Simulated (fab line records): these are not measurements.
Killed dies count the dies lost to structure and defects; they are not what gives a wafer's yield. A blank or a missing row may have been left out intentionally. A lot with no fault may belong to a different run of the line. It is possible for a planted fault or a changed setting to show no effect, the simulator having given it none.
Matching of chambers | flow gf180mcu | 3 sister chambers for GF_V3_CVD_02 on pecvd-01
The step deposits SiO2 from TEOS, target thk 850 nm, time 94.851 s. 6 wafers are shown with their chamber, then 7 later ones without.

== WAFERS, EACH WITH ITS CHAMBER ==
wafer  | chamber | heater power w (W) | susceptor temp C (C)
L168.6 | 2       | 826                | 399.83
L170.4 | 1       | 525                | 399.95
L181.4 | 0       | 623                | 399.62
L181.6 | 1       | 528                | 399.90
L182.2 | 2       | 808                | 399.80
L182.3 | 0       | 498                | 399.74

== WAFERS WITH NO CHAMBER GIVEN ==
wafer  | heater power w (W) | susceptor temp C (C)
L182.6 | 677                | 400.34
L183.2 | 825                | 399.78
L183.5 | 497                | 400.00
L183.6 | 503                | 400.27
L188.1 | 545                | 399.55
L188.5 | 807                | 399.75
L188.6 | 439                | 399.55

== CHAMBER TAKEN BY EACH ==
wafer  | from the rows above     | in truth
L182.6 | can't be placed: 1 or 2 | 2
L183.2 | 2                       | 2
L183.5 | 1                       | 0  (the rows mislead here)
L183.6 | 1                       | 1
L188.1 | 0                       | 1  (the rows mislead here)
L188.5 | 2                       | 2
L188.6 | 0                       | 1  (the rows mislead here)
Placed correctly: 3 of 7. Not placeable from these rows: 1 (in 1, the candidates include the true chamber). Wrongly placed: 3.
How it was worked out, from the rows above alone: a wafer's distance from a chamber is the root of the sum, over the readings, of the square of ((its reading less the chamber's mean) divided by the reading's scatter). The wafer belongs to the nearest chamber; if the next one is less than 2 further off, it can't be placed. For every chamber, the mean is computed from those of its wafers that are shown. How the scatter is found: for the shown wafers, subtract from each reading the mean of its chamber, square and add these, divide the total by (wafers less chambers), then take the root.
